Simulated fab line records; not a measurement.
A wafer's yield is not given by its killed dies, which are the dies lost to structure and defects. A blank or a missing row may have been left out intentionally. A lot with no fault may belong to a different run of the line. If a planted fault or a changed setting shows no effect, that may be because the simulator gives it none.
Which tool did it?    flow sky130    11 lots with 33 wafers sampled at 3 steps, on a route of 708 steps

== WHAT THE GAUGES SHOWED, per wafer ==
SKY_VIA4_RS_MEAS_19: measures by four-point-probe.
lot   measured      on             VIA4_W_RS (ohm/sq)
L290  day 42 21:06  film metro-02  0.2268 0.2274 0.2301
L291  day 43 10:45  film metro-01  0.2205 0.2229 0.2222
L294  day 44 12:57  film metro-02  0.2232 0.2280 0.2271
L293  day 44 14:02  film metro-01  0.2245 0.2232 0.2220
L295  day 44 23:04  film metro-02  0.2258 0.2258 0.2265
L296  day 45 05:13  film metro-03  0.2239 0.2233 0.2253
L297  day 45 06:45  film metro-01  0.2276 0.2231 0.2301
L298  day 45 07:05  film metro-02  0.2281 0.2244 0.2275
L302  day 46 15:10  film metro-03  0.2237 0.2252 0.2257
L309  day 48 03:04  film metro-03  0.2283 0.2296 0.2286
L310  day 48 09:37  film metro-03  0.2281 0.2284 0.2298

== TOOL THAT RAN EACH LOT (tool first, then ch and the chambers of the sampled wafers, then the start) ==
lot   SKY_CAPM_SPUTTER_02           SKY_METAL4_METAL_ETCH_18
L290  pvd sputter-03, day 36 09:33  rie metal-01 ch 0, day 41 20:38
L291  pvd sputter-01, day 37 02:05  rie metal-02 ch 0,1, day 42 09:53
L294  pvd sputter-01, day 38 05:43  rie metal-02 ch 0,1, day 43 12:07
L293  pvd sputter-03, day 38 08:03  rie metal-01 ch 0,1, day 43 13:29
L295  pvd sputter-01, day 38 17:31  rie metal-03 ch 0,1, day 43 22:41
L296  pvd sputter-03, day 38 23:28  rie metal-02 ch 0,1, day 44 05:07
L297  pvd sputter-03, day 39 01:32  rie metal-03 ch 0,1, day 44 06:21
L298  pvd sputter-04, day 39 01:50  rie metal-01 ch 0,1, day 44 07:20
L302  pvd sputter-03, day 40 18:30  rie metal-03 ch 0,1, day 45 16:18
L309  pvd sputter-01, day 42 10:43  rie metal-01 ch 0,1, day 47 05:20
L310  pvd sputter-04, day 42 20:13  rie metal-03 ch 0,1, day 47 11:52
- SKY_CAPM_SPUTTER_02: material TiN, target thk 200 nm, time 166.7 s.
- SKY_METAL4_METAL_ETCH_18: etches the open film in Cl2/BCl3, stops on SiO2, target depth 845 nm, time 183.1 s.

== THE ANSWER, worked out from the rows above alone ==
Rule: the usual values come from the lots themselves. The widest of any qualifying gaps counts: lots, ordered by their means at a reading, are off when they make up no more than a third of the lots, leave a main group of 4 or more, and stand apart from it by 3 or more times the standard deviation of that group's means. A main group whose means are all the same, to the digits that the tables above print for the reading, isn't used. Also off: a lot with no number at a reading for which 4 or more lots have one. The other lots that the step has rows for count as sound.
None of the lots is off at any reading shown; this tells nothing.

== WHAT THE SIMULATOR PUT IN ==
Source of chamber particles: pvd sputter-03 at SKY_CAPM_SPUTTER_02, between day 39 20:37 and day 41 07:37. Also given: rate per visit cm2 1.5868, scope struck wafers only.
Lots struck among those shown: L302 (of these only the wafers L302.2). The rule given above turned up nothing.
